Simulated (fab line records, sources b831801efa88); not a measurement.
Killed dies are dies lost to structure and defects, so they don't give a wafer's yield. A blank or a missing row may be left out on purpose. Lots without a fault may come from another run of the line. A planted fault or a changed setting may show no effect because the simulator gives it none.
Which tool did it? | flow gf180mcu | 7 lots, 21 wafers sampled, at 1 step of a route of 602

WHAT THE GAUGES READ, wafer by wafer
GF_NWELL_OVL_MEAS_07.
lot  | measured    | on         | NWELL_OVL (nm)
L945 | day 3 13:17 | overlay-02 | 1.2 0.9 0.4
L947 | day 3 22:26 | overlay-01 | -1.9 0.9 0.1
L950 | day 4 17:05 | overlay-01 | -1.3 -1.6 -0.3
L955 | day 5 20:26 | overlay-02 | 2.5 0.1 1.0
L957 | day 6 05:53 | overlay-02 | -0.6 -2.3 -1.7
L960 | day 6 23:11 | overlay-01 | 1.8 1.9 2.0
L966 | day 8 06:59 | overlay-01 | -1.6 -1.4 -0.7

WHICH TOOL RAN EACH LOT (tool, then ch and the chambers of the sampled wafers, then the start)
The record holds no process step before these readings.

THE ANSWER, worked out from the rows above alone
Rule: what is usual is taken from the lots themselves. Put in order of their means at a reading, lots are off if they are a third of the lots or fewer, leave a main group of 4 or more, and stand apart from it by a gap of 3 or more times the standard deviation of the main group's means; of several such gaps the widest counts. A main group whose means are all the same, to the digits that the tables above print for the reading, isn't used. A lot without any number at a reading at which 4 lots or more have one is off too. The other lots that the step has rows for count as sound.
No lot is off at any reading shown: from this, nothing can be told.

WHAT THE SIMULATOR HAD PUT IN
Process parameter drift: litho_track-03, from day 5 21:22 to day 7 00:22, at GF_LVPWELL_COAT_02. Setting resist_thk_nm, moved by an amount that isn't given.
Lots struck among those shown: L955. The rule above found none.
